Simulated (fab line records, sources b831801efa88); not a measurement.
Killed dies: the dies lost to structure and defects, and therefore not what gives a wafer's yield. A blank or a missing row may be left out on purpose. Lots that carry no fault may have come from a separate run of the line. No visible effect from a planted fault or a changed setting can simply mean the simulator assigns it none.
fab line records	flow sky130
record lots=6	wafers=18	last_day=50
route steps=708 shown LDD_N@252 LDD_P@255 PAD_OPEN@708
lots with no fault: from the same line, run without faults
start_h: the number of hours between the record's first day and the start of the first shown wafer of the lot	wait_h: time in hours since the lot's previous step	" as in the row above	L1.1+2: a single row standing in for several wafers	- no value present, or no start provided	* or withheld: withheld	< > ~ a bound
route shown NAME@n: NAME is a module with steps in the file, n the number in the route of the first one	usual: mean/standard deviation of fault-free wafers	same: alike in all rows	chamber/n: place in a boat	sites: each site's reading	_std_site: standard deviation across them	_edge_site: the outer-site mean with the inner-site mean subtracted	radius_mm: how far each site lies from the wafer's centre	mask NAME#n: copy n	behind: tool/chamber where the wafer was last shaped	hold: what put the lot on hold/how long, in hours/how the hold closed	device: the transistor (n, p or np) that didn't switch	end of line: the route-end tests of the same wafers	step lacking rows: just its recipe	killed: dies lost to structure and defects at the first sort, not the wafer's yield	map: the dies of a wafer, with x for killed, . for not killed, _ for no die there
set.NAME: the setting as run; set.NAME@STEP: as run at that earlier step	model.NAME: the simulator's own value behind a step, which no gauge read
lots seen at some steps along the route; tables by step, rows by wafer
services: when a tool's chamber went out of use (start_h, in hours from the record's first day, below 0 if earlier), for how many hours, and the reason
## steps
# step SKY_LDD_N_IMPLANT_15
# recipe species=BF2	energy_kev=50	dose_cm2=5e+12	tilt_deg=30	rotation_deg=270
# step SKY_LDD_N_STRIP_16
# recipe chemistry=O2/N2	power_w=1400	pressure_mtorr=1500	platen_temp_c=withheld	o2_flow_sccm=3000	n2_flow_sccm=300	overash_fraction=0.5
# usual drypump_motor_current_A=5.56/0.24	oes_product_au=0.407/0.0045	strip_time_to_endpoint_s=4.318/0.014
lot.wafer	tool	chamber	start_h	wait_h	drypump_motor_current_A	oes_product_au	rf_hours_counter_h	strip_time_to_endpoint_s
L115.2	plasma_asher-02	0	425.92	0.1	5.67	0.405	30	4.336
L115.4	"	0	"	"	5.64	0.405	-	4.317
L115.5	"	0	"	"	5.63	0.400	-	4.344
L119.1	plasma_asher-01	0	460.37	0.1	5.72	0.416	2	4.350
L119.5	"	1	"	"	5.65	0.412	-	4.330
L119.6	"	0	"	"	5.71	0.411	-	4.343
L122.1	plasma_asher-02	0	481.02	0.1	5.67	0.416	36	4.326
L122.3	"	0	"	"	5.68	0.407	-	4.346
L122.4	"	1	"	"	5.27	0.415	-	4.331
L125.1	plasma_asher-02	0	516.46	0.1	5.65	0.416	39	4.343
L125.2	"	1	"	"	5.24	0.415	39	4.314
L125.3	"	0	"	"	5.65	0.402	-	4.340
L130.1	plasma_asher-02	1	555.71	0.1	5.27	0.407	44	4.292
L130.5	"	0	"	"	5.65	0.404	-	4.303
L130.6	"	1	"	"	5.25	0.406	-	4.311
L135.1	plasma_asher-01	1	594.77	0.1	5.63	0.407	16	4.313
L135.3	"	1	"	"	5.66	0.406	-	4.337
L135.5	"	1	"	"	5.63	0.411	-	4.320
# step SKY_LDD_N_TW_MEAS_17
# usual LDD_N_TW=2594/23
lot.wafer	tool	chamber	start_h	wait_h	LDD_N_TW
L115.2	film_metro-04	-	426.03	0.1	2605
L115.4	"	-	"	"	2628
L115.5	"	-	"	"	2605
L119.1	film_metro-04	-	460.47	0.1	2608
L119.5	"	-	"	"	2599
L119.6	"	-	"	"	2601
L122.1	film_metro-01	-	481.12	0.1	2559
L122.3	"	-	"	"	2557
L122.4	"	-	"	"	2566
L125.1	film_metro-04	-	516.56	0.1	2639
L125.2	"	-	"	"	2624
L125.3	"	-	"	"	2623
L130.1	film_metro-01	-	555.81	0.1	2579
L130.5	"	-	"	"	2574
L130.6	"	-	"	"	2581
L135.1	film_metro-01	-	594.87	0.1	2577
L135.3	"	-	"	"	2573
L135.5	"	-	"	"	2586
# step SKY_LDD_P_DEHYDRATE_00
# recipe temp_c=200	time_s=60
# step SKY_LDD_P_HMDS_01
# recipe prime_time_s=60	prime_temp_c=120
# step SKY_LDD_P_COAT_02
# recipe resist=NOVOLAK	spin_rpm=3000	resist_thk_nm=1155
# step SKY_LDD_P_SOFTBAKE_03
# recipe temp_c=90	time_s=60	resist=NOVOLAK
# step SKY_LDD_P_EXPOSE_04
# recipe mask_id=PSDM	na=0.6	source_shape=conventional	sigma_outer=0.6	polarization=unpolarized	target_cd_nm=380	dose_mj=138
# step SKY_LDD_P_PEB_05
# recipe temp_c=withheld	time_s=*	resist=NOVOLAK
# step SKY_LDD_P_DEVELOP_06
# recipe resist=NOVOLAK	developer=TMAH	develop_time_s=60	dev_temp_c=24
# step SKY_LDD_P_CD_MEAS_07
# recipe target_cd_nm=380
# usual cd_nm=379.7/2.1
lot.wafer	tool	chamber	start_h	wait_h	cd_nm
L115.2	cd_sem-01	-	456.14	0.1	382.2
L115.4	"	-	"	"	381.4
L115.5	"	-	"	"	380.4
L119.1	cd_sem-02	-	490.62	0.1	381.2
L119.5	"	-	"	"	380.7
L119.6	"	-	"	"	382.6
L122.1	cd_sem-02	-	511.60	0.1	378.1
L122.3	"	-	"	"	376.1
L122.4	"	-	"	"	375.8
L125.1	cd_sem-01	-	546.12	0.1	383.7
L125.2	"	-	"	"	383.9
L125.3	"	-	"	"	383.9
L130.1	cd_sem-02	-	585.12	0.1	377.7
L130.5	"	-	"	"	381.1
L130.6	"	-	"	"	379.9
L135.1	cd_sem-02	-	623.52	0.1	379.0
L135.3	"	-	"	"	378.6
L135.5	"	-	"	"	377.2
# step SKY_LDD_P_OVL_MEAS_08
# usual LDD_P_OVL=0.3/1.2
lot.wafer	tool	chamber	start_h	wait_h	LDD_P_OVL[nm]
L115.2	overlay-01	-	456.25	0.1	0.5
L115.4	"	-	"	"	-0.5
L115.5	"	-	"	"	-0.6
L119.1	overlay-01	-	490.74	0.1	-0.4
L119.5	"	-	"	"	-0.3
L119.6	"	-	"	"	-1.1
L122.1	overlay-02	-	511.72	0.1	-1.5
L122.3	"	-	"	"	0.0
L122.4	"	-	"	"	1.4
L125.1	overlay-01	-	546.24	0.1	0.0
L125.2	"	-	"	"	1.3
L125.3	"	-	"	"	0.4
L130.1	overlay-01	-	585.24	0.1	0.7
L130.5	"	-	"	"	-2.4
L130.6	"	-	"	"	0.2
L135.1	overlay-01	-	623.64	0.1	0.6
L135.3	"	-	"	"	-0.9
L135.5	"	-	"	"	1.0
# step SKY_LDD_P_IMPLANT_09
# recipe species=BF2	energy_kev=25	dose_cm2=1e+13	tilt_deg=withheld
# usual beam_energy_keV=25.002/0.0076	dose_ions_cm2=9.999e+12/9.3e+09	faraday_current_uA=56.4/1.2
lot.wafer	tool	chamber	start_h	wait_h	beam_energy_keV	dose_ions_cm2	faraday_current_uA
L115.2	implanter-02	0	456.30	0.0	24.999	9.994e+12	58.6
L115.4	"	0	"	"	24.997	9.995e+12	58.4
L115.5	"	0	"	"	24.990	1.0003e+13	56.0
L119.1	implanter-03	0	490.78	0.0	24.992	9.98e+12	55.6
L119.5	"	0	"	"	25.005	1.001e+13	57.1
L119.6	"	0	"	"	25.005	9.993e+12	56.5
L122.1	implanter-03	0	511.76	0.0	25.008	1.1104e+13	63.0
L122.3	"	0	"	"	25.002	1.1115e+13	63.3
L122.4	"	0	"	"	25.004	1.1105e+13	63.3
L125.1	implanter-03	0	546.28	0.0	25.017	1.1103e+13	61.7
L125.2	"	0	"	"	25.011	1.1102e+13	63.6
L125.3	"	0	"	"	25.006	1.1122e+13	65.0
L130.1	implanter-04	0	585.28	0.0	25.009	9.995e+12	57.7
L130.5	"	0	"	"	25.003	1.0009e+13	57.7
L130.6	"	0	"	"	25.016	9.995e+12	56.5
L135.1	implanter-04	0	623.68	0.0	24.988	1e+13	56.9
L135.3	"	0	"	"	24.985	9.993e+12	55.4
L135.5	"	0	"	"	24.995	1e+13	56.9
# step SKY_LDD_P_STRIP_10
# recipe chemistry=O2/N2	power_w=1400	pressure_mtorr=1500	platen_temp_c=withheld	o2_flow_sccm=3000	n2_flow_sccm=300	overash_fraction=0.5
# usual drypump_motor_current_A=5.5/0.39	oes_product_au=0.716/0.0043	strip_time_to_endpoint_s=14.33/0.039
lot.wafer	tool	chamber	start_h	wait_h	drypump_motor_current_A	oes_product_au	rf_hours_counter_h	strip_time_to_endpoint_s
L115.2	plasma_asher-04	0	456.43	0.1	6.0	0.721	75	14.38
L115.4	"	0	"	"	6.0	0.709	-	14.39
L115.5	"	1	"	"	5.0	0.710	-	14.37
L119.1	plasma_asher-03	0	490.93	0.1	5.0	0.712	69	14.39
L119.5	"	1	"	"	5.9	0.714	-	14.37
L119.6	"	0	"	"	5.0	0.711	-	14.38
L122.1	plasma_asher-01	0	511.91	0.1	5.7	0.706	7	14.43
L122.3	"	0	"	"	5.8	0.717	-	14.41
L122.4	"	1	"	"	5.6	0.718	-	14.39
L125.1	plasma_asher-01	1	546.43	0.1	5.6	0.721	11	14.28
L125.2	"	0	"	"	5.7	0.720	11	14.32
L125.3	"	0	"	"	5.7	0.721	-	14.31
L130.1	plasma_asher-01	1	585.43	0.1	5.6	0.717	15	14.36
L130.5	"	0	"	"	5.7	0.724	-	14.38
L130.6	"	1	"	"	5.6	0.714	-	14.32
L135.1	plasma_asher-03	0	623.83	0.1	5.0	0.718	82	14.29
L135.3	"	1	"	"	5.9	0.716	-	14.29
L135.5	"	1	"	"	5.9	0.719	-	14.31
# step SKY_LDD_P_TW_MEAS_11
# usual LDD_P_TW=630/5.3
lot.wafer	tool	chamber	start_h	wait_h	hold	LDD_P_TW
L115.2	film_metro-03	-	456.54	0.1	-	639
L115.4	"	-	"	"	-	640
L115.5	"	-	"	"	-	642
L119.1	film_metro-02	-	491.03	0.1	-	624
L119.5	"	-	"	"	-	628
L119.6	"	-	"	"	-	623
L122.1	film_metro-03	-	512.01	0.1	await_dispo/0.2h/release	658
L122.3	"	-	"	"	await_dispo/0.2h/release	662
L122.4	"	-	"	"	await_dispo/0.2h/release	658
L122.1	film_metro-03	-	512.24	0.2	-	655
L122.3	"	-	"	"	-	659
L122.4	"	-	"	"	-	657
L125.1	film_metro-02	-	546.53	0.1	-	645
L125.2	"	-	"	"	-	649
L125.3	"	-	"	"	-	648
L130.1	film_metro-02	-	585.53	0.1	-	630
L130.5	"	-	"	"	-	628
L130.6	"	-	"	"	-	627
L135.1	film_metro-02	-	623.93	0.1	-	624
L135.3	"	-	"	"	-	627
L135.5	"	-	"	"	-	621
# step SKY_PAD_OPEN_PROBE_99
# usual killed_at_M0_to_M3=45/7.1	killed_at_M4_up=3.0/1.8	killed_at_contacts=24/5.4	killed_at_front_end=16/4.9	killed_at_other=0.3/0.63	killed_dies=88/11	killed_on_rim=17/3.4	killed_open=47/7.4	killed_short=40/7
# same gross_dies=492	killed_at_back_side=0
lot.wafer	tool	chamber	start_h	wait_h	killed_at_M0_to_M3	killed_at_M4_up	killed_at_contacts	killed_at_front_end	killed_at_other	killed_dies	killed_on_rim	killed_open	killed_short	model.etest.tip_p.rs_ohm_sq
L115.2	prober-01	-	1089.73	0.1	55	2	33	12	0	102	13	54	48	6932
L115.4	prober-01	-	1089.83	0.2	43	3	24	11	0	81	14	47	33	6886
L115.5	prober-01	-	1089.88	0.2	49	1	28	11	0	89	11	40	48	6788
L119.1	prober-01	-	1112.78	0.1	44	3	31	17	1	96	19	52	44	6825
L119.5	prober-01	-	1112.98	0.2	37	5	26	13	0	81	12	48	32	6878
L119.6	prober-01	-	1113.03	0.2	47	1	31	12	0	91	15	61	30	6863
L122.1	prober-02	-	1129.08	0.1	32	6	25	11	0	74	13	43	31	6407
L122.3	prober-02	-	1129.18	0.2	41	2	22	11	0	76	14	41	35	6370
L122.4	prober-02	-	1129.23	0.2	46	6	27	11	0	90	24	46	44	6368
L125.1	prober-01	-	1150.35	0.1	47	2	22	23	1	95	18	46	49	6300
L125.2	prober-01	-	1150.40	0.1	41	4	23	16	0	84	14	50	34	6280
L125.3	prober-01	-	1150.45	0.2	46	5	23	17	0	91	20	46	44	6292
L130.1	prober-02	-	1173.20	0.1	63	0	23	16	0	102	21	55	46	6776
L130.5	prober-02	-	1173.40	0.2	60	3	21	19	0	103	19	63	39	6776
L130.6	prober-02	-	1173.45	0.2	56	5	27	16	0	104	18	59	45	6779
L135.1	prober-01	-	1194.22	0.1	41	2	23	13	0	79	18	37	42	7216
L135.3	prober-01	-	1194.32	0.2	26	3	28	17	0	74	18	38	36	7181
L135.5	prober-01	-	1194.42	0.2	51	1	22	6	1	81	16	48	33	7189
# killed by level:class
L115.2 CONTACT:geometric_particle:open=12 VIA1:geometric_particle:open=12 VIA2:geometric_particle:open=10 METAL1:geometric_particle:short=7 CONTACT:geometric_particle:short=6 VIA3:geometric_particle:open=6 LI_CONTACT:geometric_particle:open=5 LOCAL_INTERCONNECT:geometric_particle:short=5
L115.4 VIA1:geometric_particle:open=16 CONTACT:geometric_particle:open=9 LI_CONTACT:geometric_particle:open=5 VIA1:geometric_particle:short=5 METAL2:geometric_particle:short=5 VIA3:geometric_particle:open=5 POLY_GATE:geometric_particle:open=3 LOCAL_INTERCONNECT:geometric_particle:short=3
L115.5 VIA2:geometric_particle:open=9 METAL2:geometric_particle:short=9 VIA3:geometric_particle:open=8 LOCAL_INTERCONNECT:geometric_particle:short=7 CONTACT:geometric_particle:open=7 CONTACT:geometric_particle:short=7 VIA1:geometric_particle:open=6 METAL1:geometric_particle:short=5
L119.1 VIA1:geometric_particle:open=13 CONTACT:geometric_particle:open=10 LOCAL_INTERCONNECT:geometric_particle:short=8 LI_CONTACT:geometric_particle:open=8 FIELD_ISO:geometric_particle:short=5 METAL2:geometric_particle:short=5 METAL1:geometric_particle:short=5 VIA3:geometric_particle:open=5
L119.5 VIA2:geometric_particle:open=10 CONTACT:geometric_particle:open=9 VIA3:geometric_particle:open=7 LI_CONTACT:geometric_particle:open=6 VIA1:geometric_particle:open=6 LOCAL_INTERCONNECT:geometric_particle:short=5 SPACER:geometric_particle:short=3 LOCAL_INTERCONNECT:geometric_particle:open=3
L119.6 CONTACT:geometric_particle:open=13 VIA1:geometric_particle:open=12 FIELD_ISO:geometric_particle:open=8 LI_CONTACT:geometric_particle:open=8 VIA3:geometric_particle:open=8 VIA2:geometric_particle:open=6 VIA3:geometric_particle:short=5 LOCAL_INTERCONNECT:geometric_particle:short=5
L122.1 CONTACT:geometric_particle:open=11 VIA1:geometric_particle:open=9 LI_CONTACT:geometric_particle:open=5 CONTACT:geometric_particle:short=5 VIA2:geometric_particle:open=5 POLY_GATE:geometric_particle:short=4 FIELD_ISO:geometric_particle:open=3 VIA1:geometric_particle:short=3
L122.3 VIA1:geometric_particle:open=9 CONTACT:geometric_particle:open=8 VIA3:geometric_particle:open=8 CONTACT:geometric_particle:short=6 METAL1:geometric_particle:short=5 LI_CONTACT:geometric_particle:open=4 METAL2:geometric_particle:short=4 VIA3:geometric_particle:short=4
L122.4 VIA1:geometric_particle:open=10 LOCAL_INTERCONNECT:geometric_particle:short=8 METAL1:geometric_particle:short=7 VIA3:geometric_particle:open=7 CONTACT:geometric_particle:short=6 CONTACT:geometric_particle:open=6 VIA2:geometric_particle:open=6 POLY_GATE:geometric_particle:short=5
L125.1 METAL1:geometric_particle:short=10 POLY_GATE:geometric_particle:open=9 CONTACT:geometric_particle:open=7 CONTACT:geometric_particle:short=7 LI_CONTACT:geometric_particle:open=6 VIA2:geometric_particle:open=6 VIA1:geometric_particle:short=6 VIA1:geometric_particle:open=6
L125.2 VIA2:geometric_particle:open=10 CONTACT:geometric_particle:open=9 VIA1:geometric_particle:short=8 FIELD_ISO:geometric_particle:open=7 LI_CONTACT:geometric_particle:open=7 VIA1:geometric_particle:open=6 VIA2:geometric_particle:short=4 METAL1:geometric_particle:short=4
L125.3 VIA1:geometric_particle:open=11 CONTACT:geometric_particle:open=8 VIA2:geometric_particle:open=8 LI_CONTACT:geometric_particle:open=7 METAL1:geometric_particle:short=7 FIELD_ISO:geometric_particle:short=5 POLY_GATE:geometric_particle:short=5 METAL4:geometric_particle:short=5
L130.1 VIA1:geometric_particle:open=15 VIA2:geometric_particle:open=11 CONTACT:geometric_particle:open=7 VIA1:geometric_particle:short=7 METAL2:geometric_particle:short=6 LI_CONTACT:geometric_particle:open=5 LOCAL_INTERCONNECT:geometric_particle:short=5 METAL1:geometric_particle:short=5
L130.5 VIA1:geometric_particle:open=19 VIA2:geometric_particle:open=12 POLY_GATE:geometric_particle:open=7 CONTACT:geometric_particle:open=6 VIA1:geometric_particle:short=6 VIA2:geometric_particle:short=5 LI_CONTACT:geometric_particle:open=5 METAL1:geometric_particle:short=4
L130.6 VIA2:geometric_particle:open=13 LI_CONTACT:geometric_particle:open=12 VIA1:geometric_particle:open=10 CONTACT:geometric_particle:short=7 VIA1:geometric_particle:short=6 METAL3:geometric_particle:short=6 VIA3:geometric_particle:open=6 POLY_GATE:geometric_particle:open=5
L135.1 CONTACT:geometric_particle:short=11 VIA2:geometric_particle:open=10 CONTACT:geometric_particle:open=8 METAL2:geometric_particle:short=6 VIA1:geometric_particle:open=5 FIELD_ISO:geometric_particle:short=4 VIA2:geometric_particle:short=4 VIA3:geometric_particle:short=4
L135.3 LI_CONTACT:geometric_particle:open=8 CONTACT:geometric_particle:short=7 FIELD_ISO:geometric_particle:short=6 VIA1:geometric_particle:open=6 VIA3:geometric_particle:open=6 LOCAL_INTERCONNECT:geometric_particle:short=5 CONTACT:geometric_particle:open=5 FIELD_ISO:geometric_particle:open=4
L135.5 CONTACT:geometric_particle:open=11 VIA3:geometric_particle:open=11 VIA1:geometric_particle:open=8 METAL2:geometric_particle:short=7 VIA2:geometric_particle:open=6 LI_CONTACT:geometric_particle:open=5 VIA2:geometric_particle:short=5 CONTACT:geometric_particle:short=4
## services
tool	chamber	start_h	hours	kind
implanter-04	-	412.58	3.7	repair
implanter-03	-	420.10	2.9	pm
plasma_asher-01	-	421.25	9.0	pm
implanter-02	-	427.20	3.2	pm
implanter-04	-	427.46	15.0	repair
implanter-03	-	443.89	3.8	pm
plasma_asher-01	-	450.28	7.5	repair
implanter-04	-	455.88	4.3	pm
plasma_asher-04	-	498.36	2.9	repair
implanter-03	-	504.68	2.5	repair
implanter-02	-	509.51	17.8	repair
plasma_asher-02	-	510.40	1.7	repair
implanter-02	-	521.02	0.5	repair
plasma_asher-03	-	529.49	5.5	repair
plasma_asher-02	-	540.37	0.8	repair
plasma_asher-03	-	565.76	0.9	repair
implanter-04	-	567.78	2.3	repair
implanter-02	-	570.46	9.5	repair
implanter-02	-	584.73	2.3	repair
implanter-02	-	586.08	1.6	repair
plasma_asher-04	-	590.36	14.9	pm
plasma_asher-02	-	611.40	4.5	repair
implanter-03	-	620.63	1.3	repair
implanter-04	-	621.66	0.9	repair
## key
first_sign step=SKY_LDD_P_IMPLANT_09	reading=dose_ions_cm2	direction=up	sigmas=99+	usual=*	struck=*
effect step=SKY_LDD_P_IMPLANT_09	reading=faraday_current_uA	direction=up	sigmas=5.9	usual=56.4	struck=63.3
effect step=SKY_LDD_P_TW_MEAS_11	reading=visit	direction=added
model_effect step=SKY_PAD_OPEN_PROBE_99	value=etest.tip_p.rs_ohm_sq	without=6912	struck=6336
met_at SKY_LDD_P_IMPLANT_09
struck_wafers L122.1,L122.3,L122.4,L125.1,L125.2,L125.3
tester_left_out L122,L125
onset_between 490.78 511.76
fault kind=process_parameter_drift	tool=implanter-03	chamber=-	onset_h=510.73	steps=SKY_LDD_P_IMPLANT_09	channel=dose_cm2	offset=*	shape=step	end_h=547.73	acts_in=*	stated=*
# tester_left_out: of these lots the tester's yield and bins aren't shown, on N5 and GAA mostly nor the transistor test; their killed dies are dies lost to structure and defects alone, not to doping, threshold or leakage, so they don't give the yield
